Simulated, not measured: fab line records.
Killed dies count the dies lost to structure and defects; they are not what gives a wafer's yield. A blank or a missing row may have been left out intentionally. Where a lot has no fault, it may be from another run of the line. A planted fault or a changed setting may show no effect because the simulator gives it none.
Comparing a struck lot with a sound one -- flow sky130 -- 18 steps out of a route of 708
Sound: the wafers L838.2, L838.3, L838.4. The struck wafers were L828.1, L828.2, L828.4. The cause comes at the end.
Each step with rows lists, per side, the tool, then ch with its chambers, then its first start. Under that, the readings that differ: sound wafers -- struck wafers -- difference of the means -- sigmas: that difference in standard deviations of wafers without a fault.
alike: readings whose means differ by less than 2 such deviations, and words and numbers that are the same on both sides. not compared: withheld readings, readings that some wafer has no value for, bounds like >300 that may hide the same value, and numbers for which the record gives no deviation and whose values overlap.
Wherever a step has rows on one side only, a row that says differs or no value, or a row with sigmas, the two part there. When numbers do not overlap yet have no deviation, they are printed without sigmas and do not part them. Lack of a reading on every wafer of one side parts them only where that side has two or more wafers.

first, 3 steps without rows for these wafers: SKY_SONOS_ONO_WET_ETCH_18 (etches Si3N4 in H3PO4, target depth 15 nm, time 172 s); SKY_GATE_OXIDE_CLEAN_00 (cleans in SC1/SC2, time 150 s); SKY_GATE_OXIDE_OXIDATION_01 (stabilise 600 s, purge 300 s, target thk 10.268 nm).
SKY_GATE_OXIDE_THK_MEAS_02:
  sound on film-metro-04, day 18 12:56; struck on film-metro-02, day 15 08:46
  alike: GATE_OXIDE_OXIDATION_00_THK
then, 7 steps without rows for these wafers: SKY_GATE_OXIDE_DEHYDRATE_03 (time 60 s); SKY_GATE_OXIDE_HMDS_04 (prime time 60 s); SKY_GATE_OXIDE_COAT_05 (resist thk 1140 nm); SKY_GATE_OXIDE_SOFTBAKE_06 (time 58.68 s); SKY_GATE_OXIDE_EXPOSE_07 (exposes mask LVOM, target cd 600 nm); SKY_GATE_OXIDE_PEB_08; SKY_GATE_OXIDE_DEVELOP_09 (develop time 60 s).
SKY_GATE_OXIDE_OVL_MEAS_10:
  sound on overlay-01, day 19 19:14; struck on overlay-02, day 16 12:14
  alike: GATE_OXIDE_OVL
SKY_GATE_OXIDE_IMPLANT_11:
  sound on implanter-02 ch 0, day 19 19:17; struck on implanter-01 ch 0, day 16 12:16
reading,sound,struck,difference,sigmas
dose-ions-cm2,2.5981e+12 2.6016e+12 2.6016e+12,1.8466e+12 1.8446e+12 1.838e+12,-7.5737e+11,-99 or more
faraday-current-uA,15.2 15.1 14.4,10.4 10.7 10.0,-4.5,-15
then, 1 step without rows for these wafers: SKY_GATE_OXIDE_WET_ETCH_12 (etches SiO2 in dHF, target depth 16.8 nm, time 336 s).
SKY_GATE_OXIDE_STRIP_13: strips in O2/N2.
  sound on plasma-asher-03 ch 0,1, day 19 19:31; struck on plasma-asher-01 ch 0,1, day 16 12:31
  alike: drypump-motor-current-A, n2-flow-sccm, oes-product-au, strip-time-to-endpoint-s
  not compared: rf-hours-counter-h
SKY_GATE_OXIDE_TW_MEAS_14:
  sound on film-metro-02, day 19 19:38; struck on film-metro-04, day 16 12:37
reading,sound,struck,difference,sigmas
GATE_OXIDE_TW,225.3 223.5 224.8,205.9 205.3 205.3,-19.0,-20
then, 1 step without rows for these wafers: SKY_GATE_OXIDE_CLEAN_15 (cleans in SC1/SC2, time 150 s).
-- a jump in the record: the struck wafers' starts before and after are 32 days apart (it breaks off in module GATE_OXIDE and resumes in module PAD_OPEN, where the first step shown is number 708 of the route) --
SKY_PAD_OPEN_PROBE_99:
  sound on prober-01, day 49 18:33; struck on prober-01, day 48 02:27
  no value came back on the struck wafers for any of 8 readings (model.etest.tip-p.rs-ohm-sq, model.etest.pfet_01v8.r-on-ohm-um and others); on the sound wafers model.etest.tip-p.rs-ohm-sq reads 6866 6901 6890
reading,sound,struck,difference,sigmas
killed_at_M0_to_M3,32 35 34,51 42 56,+16,+2
  alike: killed_at_M4_up, killed-at-contacts, killed-at-front-end, killed-at-other, killed-dies, killed-open, killed-short

WHERE THEY PART
First at SKY_GATE_OXIDE_IMPLANT_11; last, within this record, at SKY_PAD_OPEN_PROBE_99.

WHY: whatever the simulator had introduced
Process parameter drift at SKY_GATE_OXIDE_IMPLANT_11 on implanter-01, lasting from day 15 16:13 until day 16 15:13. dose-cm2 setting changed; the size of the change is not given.
